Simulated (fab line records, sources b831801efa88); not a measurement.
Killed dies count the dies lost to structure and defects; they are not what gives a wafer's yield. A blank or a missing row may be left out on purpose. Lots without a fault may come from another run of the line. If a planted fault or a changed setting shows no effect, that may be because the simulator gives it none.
8D (eight disciplines) problem report, filled in by code -- flow gf180mcu -- the parts of the form that need people (team, actions taken, sign-off) are left out

## 1. WHAT IS WRONG
Wafers free of any fault read 0.326 ohm/sq (standard deviation 0.0038) for V5_W_RS at GF_V5_RS_MEAS_24, against a mean of 0.774 ohm/sq on 6 wafers of 2 lots. So: +99 or more standard deviations from the usual mean.
The step: measures by four-point-probe.
Seen first at day 30 21:26 on film metro-03, wafer L697.2. The record holds 33 wafers of 11 lots with a number at this step. By rule, "out" or "out of limits" means more than 4 standard deviations away from the usual mean. The other wafers with a number count as sound.

## 2. WHAT IT IS, WHAT IT ISN'T
question,is,is not
which readings at this step,V5_W_RS,-
which lots,"L697, L698","L685, L686, L689, L691, L695, L696, L699, L704, L707"
which wafers of those lots,all that have a number,-
read on which gauges,"film metro-01, film metro-03",film metro-04
when,from day 30 21:26,"up to then (18 sound wafers); but 9 sound wafers of L699, L704, L707 came after"

## 3. THE SUSPECTS, EACH WITH WHAT RULES IT OUT
Counting: a tool stays on the suspect list if, at a process step up to the reading, it processed all lots that are out and no sound lot following the first of them.
- ruled out: the gauge at GF_V5_RS_MEAS_24. Those wafers that are out were read across 2 gauges (film metro-01, film metro-03).
- cvd w-01 at GF_V5_CVD_23 (deposits W, target thk 350 nm, time 104.9 s): kept. It ran every lot that is out, first L697 (day 30 21:18), and no sound lot after that; its last sound lot up to then is L696 (day 30 18:05).
The count leaves cvd w-01 at GF_V5_CVD_23.

## 4. THE CAUSE (what the simulator had put in)
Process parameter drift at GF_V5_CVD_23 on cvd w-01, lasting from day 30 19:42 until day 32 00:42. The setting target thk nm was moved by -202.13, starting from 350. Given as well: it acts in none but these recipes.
Counting left only this tool.

## 5. SEQUENCE OF EFFECTS, ordered by route
Rows list readings where the struck wafers' mean (over those with a number) sits beyond 3 standard deviations from the usual. Readings are gone through only where the record gives a usual standard deviation; hours: the median, over the lots, of the time from a lot's start at the first step in this table giving one to that lot's start at this step; sigmas: the change measured in usual standard deviations.
hours,step,reading,usual,on struck wafers,change,sigmas
0,GF_V5_RS_MEAS_24,V5_W_RS,0.326 ohm/sq,0.774,+0.448,+99 or more
0,GF_V5_THK_MEAS_25,V5_W_THK,366 nm,154,-212,-45
0,GF_V5_CMP_26,time to endpoint s,85 s,36,-50,-14
Process steps it contains:
- GF_V5_CMP_26: polishes, stops on SiO2, t overpolish 15 s, target thk 0 nm.
Later steps that measure or inspect, where all struck wafers having a row at the step show a number for every such reading and not one has moved that far: GF_TOP_METAL_RS_MEAS_05.

## 6. WHAT WOULD HAVE CAUGHT IT SOONER
The first out-of-limits reading at a measuring or inspecting step in this record came at day 30 21:26, 2 hours after the fault's start at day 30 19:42.
Tool readings at GF_V5_CVD_23 with a usual standard deviation given in the record: none out on any struck wafer, hence no alarm at a limit of 4 standard deviations on them.
Among the 2 lots that are out, L698 began GF_V5_CVD_23 on cvd w-01 after day 30 21:26. A tool hold placed at that time would have kept it from harm.
